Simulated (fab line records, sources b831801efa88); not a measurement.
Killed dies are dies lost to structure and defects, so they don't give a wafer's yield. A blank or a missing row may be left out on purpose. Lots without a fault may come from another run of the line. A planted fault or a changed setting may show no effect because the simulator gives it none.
A struck lot beside a sound one | flow sky130 | 15 steps out of a route of 708
Sound: wafers L490.1, L490.3, L490.6. Struck: wafers L503.1, L503.3, L503.4. The cause comes at the end.
At each step with rows: each side's tool, then ch and its chambers, then its first start. Under that, the readings that differ: sound wafers | struck wafers | difference of the means | sigmas: that difference in standard deviations of wafers without a fault.
alike: readings whose means differ by less than 2 such deviations, and words and numbers that are the same on both sides. not compared: withheld readings, readings that some wafer has no value for, bounds like >300 that may hide the same value, and numbers for which the record gives no deviation and whose values overlap.
The two part at a step that has a row with sigmas, a row that says differs or no value, or rows on one side only. Numbers that don't overlap but have no deviation are shown without sigmas and don't part them. A reading that every wafer of one side lacks parts them only if that side has two wafers or more.

first, 5 steps without rows for these wafers: SKY_LI_CONTACT_COAT_07 (resist thk 450 nm); SKY_LI_CONTACT_SOFTBAKE_08 (time 90 s); SKY_LI_CONTACT_EXPOSE_09 (exposes mask LICM1, target cd 170 nm); SKY_LI_CONTACT_PEB_10; SKY_LI_CONTACT_DEVELOP_11 (develop time 60 s).
SKY_LI_CONTACT_CD_MEAS_12: target cd 170 nm.
  sound on cd_sem-02, day 29 08:45; struck on cd_sem-02, day 34 18:02
  alike: cd_nm
SKY_LI_CONTACT_OVL_MEAS_13:
  sound on overlay-01, day 29 08:52; struck on overlay-02, day 34 18:09
  alike: LI_CONTACT_OVL
SKY_LI_CONTACT_ETCH_14: etches BARC in N2/H2, stops on SiO2, time 45.9 s, target depth 60 nm.
  sound on rie_diel-01 ch 0,2,3, day 29 08:55; struck on rie_diel-04 ch 0,1,3, day 34 18:11
  alike: drypump_motor_current_A, oes_product_au, throttle_valve_pct
  not compared: rf_hours_counter_h
SKY_LI_CONTACT_ETCH_15: etches PSG in C4F8/O2/Ar, stops on Si, target depth 600 nm.
  sound on rie_diel-01 ch 0,2,3, day 29 08:57; struck on rie_diel-04 ch 0,1,3, day 34 18:14
  alike: oes_product_au
SKY_LI_CONTACT_STRIP_16: strips in O2/N2.
  sound on plasma_asher-03 ch 0,1, day 29 09:02; struck on plasma_asher-04 ch 0,1, day 34 18:19
  alike: drypump_motor_current_A, o2_flow_sccm, oes_product_au, strip_time_to_endpoint_s
  not compared: rf_hours_counter_h
then, 2 steps without rows for these wafers: SKY_LI_CONTACT_CLEAN_17 (cleans in NMP, time 600 s); SKY_LI_CONTACT_PRE_CLEAN_18 (time 5.6 s).
SKY_LI_CONTACT_SPUTTER_19: material Ti, target thk 20 nm, time 106.37 s.
  sound on pvd_sputter-02, day 29 09:20; struck on pvd_sputter-01, day 34 18:38
  no value came back on the struck wafers for cathode_dc_power_W (W), chamber_pressure_pa (Pa), throttle_valve_pct (%); on the sound wafers cathode_dc_power_W (W) reads 2499.7 2499.2 2500.5
SKY_LI_CONTACT_SPUTTER_20: material TiN, target thk 20 nm, time 80 s.
  sound on pvd_sputter-02, day 29 09:25; struck on pvd_sputter-01, day 34 18:43
  alike: cathode_dc_power_W, chamber_pressure_pa, throttle_valve_pct
-- the record jumps here: 15 days lie between the struck wafers' starts before and after (it left off in module LI_CONTACT and takes up again in module PAD_OPEN, whose first step shown is number 708 of the route) --
SKY_PAD_OPEN_PROBE_99:
  sound on prober-01, day 45 19:42; struck on prober-01, day 49 16:42
  reading             | sound    | struck      | difference | sigmas
  killed_at_contacts  | 27 28 25 | 436 442 419 | +406       | +85
  killed_at_front_end | 21 17 19 | 10 6 12     | -10        | -2
  killed_dies         | 99 84 90 | 492 492 492 | +401       | +47
  killed_on_rim       | 17 18 18 | 96 96 96    | +78        | +19
  alike: killed_at_M0_to_M3, killed_at_M4_up, killed_at_other, killed_open, killed_short

WHERE THEY PART
First at SKY_LI_CONTACT_SPUTTER_19; last, within this record, at SKY_PAD_OPEN_PROBE_99.

WHY: what the simulator had put in
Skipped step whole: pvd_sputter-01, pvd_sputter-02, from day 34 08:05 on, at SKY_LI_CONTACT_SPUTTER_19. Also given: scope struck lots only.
